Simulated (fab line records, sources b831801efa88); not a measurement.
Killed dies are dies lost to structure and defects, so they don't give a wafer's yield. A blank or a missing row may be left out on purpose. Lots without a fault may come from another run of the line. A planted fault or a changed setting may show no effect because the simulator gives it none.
Chamber matching | flow gf180mcu | GF_V1_CMP_04 on cmp-02: 4 sister chambers
The step polishes SiO2. 27 wafers are shown with their chamber, then 12 later ones without.

WAFERS WITH THEIR CHAMBER
wafer  | chamber | motor_current_A (A) | time_to_endpoint_s (s)
L077.3 | 1       | 12.9                | 78
L077.4 | 3       | 15.3                | 85
L077.5 | 2       | 13.8                | 79
L080.1 | 2       | 14.4                | 78
L080.2 | 3       | 15.1                | 77
L080.3 | 0       | 15.9                | 71
L084.4 | 1       | 13.3                | 79
L084.5 | 1       | 12.9                | 86
L084.6 | 0       | 15.2                | 72
L087.4 | 1       | 13.3                | 87
L087.5 | 3       | 15.6                | 80
L087.6 | 0       | 15.4                | 78
L088.1 | 0       | 15.6                | 82
L088.4 | 3       | 15.8                | 85
L088.6 | 0       | 15.6                | 89
L090.4 | 1       | 13.2                | 89
L090.5 | 3       | 15.9                | 91
L090.6 | 0       | 16.5                | 86
L091.4 | 3       | 15.4                | 84
L091.5 | 1       | 12.8                | 87
L091.6 | 0       | 15.5                | 81
L092.2 | 2       | 13.3                | 75
L092.5 | 2       | 13.2                | 82
L092.6 | 3       | 15.1                | 86
L093.1 | 0       | 15.6                | 74
L093.3 | 3       | 15.8                | 80
L093.6 | 0       | 15.3                | 78

SIGNATURES (means of the wafers above)
reading            | chamber 0 | chamber 1 | chamber 2 | chamber 3 | scatter within a chamber
motor_current_A    | 15.622    | 13.067    | 13.675    | 15.500    | 0.366
time_to_endpoint_s | 79.00     | 84.33     | 78.50     | 83.50     | 4.97
Rule: a wafer's distance from a chamber is the root of the sum, over the readings, of the square of ((its reading less the chamber's mean) divided by the reading's scatter). The wafer belongs to the nearest chamber; if the next one is less than 2 further off, it can't be placed. The scatter: the root of (the sum of the squares of (reading less its chamber's mean) over the shown wafers, divided by (wafers less chambers)).

WAFERS WITHOUT THEIR CHAMBER
wafer  | motor_current_A (A) | time_to_endpoint_s (s)
L094.2 | 15.7                | 78
L094.3 | 12.8                | 84
L094.6 | 13.3                | 90
L096.3 | 15.3                | 76
L096.4 | 15.1                | 80
L096.6 | 15.4                | 83
L097.1 | 12.1                | 86
L097.2 | 13.5                | 81
L097.3 | 15.1                | 81
L097.4 | 15.6                | 87
L097.5 | 12.4                | 88
L097.6 | 13.2                | 85

WHICH CHAMBER EACH WENT THROUGH
wafer  | from the rows above     | in truth
L094.2 | can't be placed: 0 or 3 | 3
L094.3 | can't be placed: 1 or 2 | 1
L094.6 | can't be placed: 1 or 2 | 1
L096.3 | can't be placed: 0 or 3 | 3
L096.4 | can't be placed: 3 or 0 | 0
L096.6 | can't be placed: 3 or 0 | 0
L097.1 | can't be placed: 1 or 2 | 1
L097.2 | can't be placed: 2 or 1 | 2
L097.3 | can't be placed: 3 or 0 | 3
L097.4 | can't be placed: 3 or 0 | 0
L097.5 | 1                       | 1
L097.6 | can't be placed: 1 or 2 | 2
Placed correctly: 1 of 12. Can't be placed from these rows: 11 (the true chamber is among the candidates in 11). Placed wrongly: 0.
